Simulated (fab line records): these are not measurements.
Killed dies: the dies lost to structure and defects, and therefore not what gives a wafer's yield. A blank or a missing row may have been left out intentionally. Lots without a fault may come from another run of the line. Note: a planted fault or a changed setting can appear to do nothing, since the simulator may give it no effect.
Chamber matching + flow gf180mcu + cmp-01 running GF_V5_CMP_04: 4 sister chambers
The step polishes SiO2. 8 wafers are shown with their chamber, then 10 later ones without.

== WAFERS PAIRED WITH THEIR CHAMBERS ==
| wafer  | chamber | motor-current-A (A) |
|--------|---------|---------------------|
| L984.5 | 2       | 14.4                |
| L985.2 | 3       | 10.8                |
| L988.6 | 0       | 10.6                |
| L990.1 | 2       | 14.5                |
| L990.3 | 1       | 12.4                |
| L990.6 | 1       | 12.2                |
| L991.1 | 3       | 11.1                |
| L991.2 | 0       | 9.6                 |

== WAFERS WITH NO CHAMBER GIVEN ==
| wafer  | motor-current-A (A) |
|--------|---------------------|
| L991.4 | 12.0                |
| L997.1 | 10.8                |
| L997.4 | 10.2                |
| L997.5 | 9.8                 |
| L100.1 | 12.9                |
| L100.2 | 10.3                |
| L100.3 | 11.2                |
| L101.2 | 14.6                |
| L101.4 | 11.7                |
| L101.6 | 15.0                |

== THE CHAMBER EACH PASSED THROUGH ==
| wafer  | from the rows above     | in truth |
|--------|-------------------------|----------|
| L991.4 | can't be placed: 1 or 3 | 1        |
| L997.1 | can't be placed: 3 or 0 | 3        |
| L997.4 | can't be placed: 0 or 3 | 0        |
| L997.5 | 0                       | 0        |
| L100.1 | 1                       | 1        |
| L100.2 | can't be placed: 0 or 3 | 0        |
| L100.3 | 3                       | 3        |
| L101.2 | 2                       | 2        |
| L101.4 | can't be placed: 1 or 3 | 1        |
| L101.6 | 2                       | 2        |
Placed correctly: 5 of 10. Cannot be placed on the basis of these rows: 5; the candidates contain the true chamber in 5. Wrongly placed: 0.
How it was worked out, from the rows above alone: a wafer's distance from a chamber is the root of the sum, over the readings, of the square of ((its reading less the chamber's mean) divided by the reading's scatter). The wafer belongs to the nearest chamber; if the next one is less than 2 further off, it can't be placed. For every chamber, the mean is computed from those of its wafers that are shown. The scatter: the root of (the sum of the squares of (reading less its chamber's mean) over the shown wafers, divided by (wafers less chambers)).
